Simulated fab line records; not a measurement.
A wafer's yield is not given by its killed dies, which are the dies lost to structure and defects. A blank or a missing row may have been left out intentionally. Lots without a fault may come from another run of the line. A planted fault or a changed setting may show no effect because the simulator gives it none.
Which tool was responsible? || flow sky130 || Sampling: 11 lots, 33 wafers, 2 of 708 route steps

## WHAT THE GAUGES READ, wafer by wafer
SKY_FIELD_ISO_CD_MEAS_13: the cd target is 150 nm.
{"lot": "L193", "measured": "day 2 14:55", "on": "cd_sem-01", "cd_nm (nm)": "147.7 149.2 149.1"}
{"lot": "L194", "measured": "day 3 01:41", "on": "cd_sem-01", "cd_nm (nm)": "149.5 151.2 149.3"}
{"lot": "L195", "measured": "day 3 02:02", "on": "cd_sem-01", "cd_nm (nm)": "148.2 150.2 149.7"}
{"lot": "L197", "measured": "day 3 11:33", "on": "cd_sem-01", "cd_nm (nm)": "149.9 150.0 150.6"}
{"lot": "L198", "measured": "day 3 19:32", "on": "cd_sem-01", "cd_nm (nm)": "129.4 130.8 128.7 129.0 131.3 128.3"}
{"lot": "L199", "measured": "day 3 22:20", "on": "cd_sem-02", "cd_nm (nm)": "128.0 128.4 128.8 128.0 128.2 128.5"}
{"lot": "L200", "measured": "day 4 02:46", "on": "cd_sem-02", "cd_nm (nm)": "129.4 130.0 130.4 129.0 130.2 130.5"}
{"lot": "L201", "measured": "day 4 09:11", "on": "cd_sem-02", "cd_nm (nm)": "137.0 137.5 137.6 137.1 137.3 137.5"}
{"lot": "L205", "measured": "day 5 06:32", "on": "cd_sem-02", "cd_nm (nm)": "149.8 148.0 148.8"}
{"lot": "L209", "measured": "day 6 08:10", "on": "cd_sem-01", "cd_nm (nm)": "152.3 153.0 152.2"}
{"lot": "L212", "measured": "day 6 18:18", "on": "cd_sem-02", "cd_nm (nm)": "150.5 150.9 152.1"}

## EACH LOT AND THE TOOL THAT RAN IT (in order: tool; ch and the chambers of the sampled wafers; start)
{"lot": "L193", "SKY_FIELD_ISO_EXPOSE_10": "krf_scanner-02 ch 0, day 2 07:38"}
{"lot": "L194", "SKY_FIELD_ISO_EXPOSE_10": "krf_scanner-01 ch 0, day 2 18:35"}
{"lot": "L195", "SKY_FIELD_ISO_EXPOSE_10": "krf_scanner-02 ch 0, day 2 18:53"}
{"lot": "L197", "SKY_FIELD_ISO_EXPOSE_10": "krf_scanner-02 ch 0, day 3 03:22"}
{"lot": "L198", "SKY_FIELD_ISO_EXPOSE_10": "krf_scanner-02 ch 0, day 3 11:41"}
{"lot": "L199", "SKY_FIELD_ISO_EXPOSE_10": "krf_scanner-02 ch 0, day 3 14:22"}
{"lot": "L200", "SKY_FIELD_ISO_EXPOSE_10": "krf_scanner-02 ch 0, day 3 18:22"}
{"lot": "L201", "SKY_FIELD_ISO_EXPOSE_10": "krf_scanner-02 ch 0, day 4 01:14"}
{"lot": "L205", "SKY_FIELD_ISO_EXPOSE_10": "krf_scanner-01 ch 0, day 4 22:28"}
{"lot": "L209", "SKY_FIELD_ISO_EXPOSE_10": "krf_scanner-01 ch 0, day 5 22:47"}
{"lot": "L212", "SKY_FIELD_ISO_EXPOSE_10": "krf_scanner-01 ch 0, day 6 08:44"}
- SKY_FIELD_ISO_EXPOSE_10: exposes mask FOM, target cd 150 nm.

## THE ANSWER, worked out from the rows above alone
Rule: the lots themselves supply what counts as usual. Put in order of their means at a reading, lots are off if they are a third of the lots or fewer, leave a main group of 4 or more, and stand apart from it by a gap of 3 or more times the standard deviation of the main group's means; of several such gaps the widest counts. Not used: any main group whose means are identical at the precision the tables above print for the reading. A lot without any number at a reading at which 4 lots or more have one is off too. Where the step has rows for the other lots, those lots are counted as sound.
None of the lots is off at any reading shown; this tells nothing.

## WHAT HAD BEEN PUT IN BY THE SIMULATOR
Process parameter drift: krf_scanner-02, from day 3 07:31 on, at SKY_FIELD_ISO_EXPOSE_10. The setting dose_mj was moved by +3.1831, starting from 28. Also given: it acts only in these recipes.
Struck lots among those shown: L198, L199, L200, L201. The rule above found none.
